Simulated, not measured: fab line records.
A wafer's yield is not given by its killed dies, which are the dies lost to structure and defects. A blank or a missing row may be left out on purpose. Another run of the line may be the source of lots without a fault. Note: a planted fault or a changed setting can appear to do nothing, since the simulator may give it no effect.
One fault seen from 2 desks || flow sky130 || every desk sees just its own numbers, and what lay behind them comes last

## METROLOGY DESK
Lot by lot, what the gauges showed, no matter which tool ran the lot: averages of those sampled wafers that carry a number. If a lot's mean is further than 4 standard deviations from the usual mean, the lot is out of limits and carries the mark OUT (the distance appears in the brackets).
Columns: A = VIA1_BOW at SKY_VIA1_BOW_MEAS_03, usual 78 um; B = cd_nm at SKY_VIA1_CD_MEAS_12, usual 149.7 nm; C = VIA1_OVL at SKY_VIA1_OVL_MEAS_13, usual 0 nm
{"lot": "L308", "first seen here": "day 35 08:36", "A": 70, "B": 149.9, "C": 0}
{"lot": "L309", "first seen here": "day 35 14:38", "A": 77, "B": 149.3, "C": -5}
{"lot": "L319", "first seen here": "day 38 16:07", "A": 77, "B": 152.0, "C": -3}
{"lot": "L320", "first seen here": "day 39 15:51", "A": 68, "B": 149.1, "C": 1}
{"lot": "L321", "first seen here": "day 39 16:58", "A": 79, "B": 150.7, "C": 1}
{"lot": "L323", "first seen here": "day 40 00:44", "A": 76, "B": 150.2, "C": -2}
This desk found nothing out of limits on any of the 6 lots.

## AT THE TOOL OWNER'S DESK: rie_diel-04
The tool's own readings at SKY_VIA1_ETCH_14 (etches BARC in N2/H2, stops on SiO2, time 45.9 s, target depth 60 nm): means of the sampled wafers that have a number, for each lot that ran on this tool. If a lot's mean is further than 4 standard deviations from the usual mean, the lot is out of limits and carries the mark OUT (the distance appears in the brackets).
Columns: A = drypump_motor_current_A at SKY_VIA1_ETCH_14, usual 5.6 A; B = n2_flow_sccm at SKY_VIA1_ETCH_14, usual 99.96 sccm; C = oes_product_au at SKY_VIA1_ETCH_14, usual 0.854 a.u.; D = rf_fwd_power_W at SKY_VIA1_ETCH_14, usual 494.8 W; E = throttle_valve_pct at SKY_VIA1_ETCH_14, usual 13.224 %
{"lot": "L308", "first seen here": "day 36 10:56", "A": 5.7, "B": 99.64, "C": 0.850, "D": 495.0, "E": 13.218}
{"lot": "L319", "first seen here": "day 39 17:35", "A": 5.8, "B": 99.81, "C": 0.856, "D": 492.8, "E": 13.222}
{"lot": "L320", "first seen here": "day 40 16:19", "A": 6.0, "B": 99.82, "C": 0.853, "D": 492.6, "E": 13.223}
This desk found nothing out of limits on any of the 3 lots.

## TAKEN TOGETHER
The metrology desk saw nothing out of limits.
The tool owner's desk saw nothing out of limits.

## WHAT HAD BEEN PUT IN BY THE SIMULATOR
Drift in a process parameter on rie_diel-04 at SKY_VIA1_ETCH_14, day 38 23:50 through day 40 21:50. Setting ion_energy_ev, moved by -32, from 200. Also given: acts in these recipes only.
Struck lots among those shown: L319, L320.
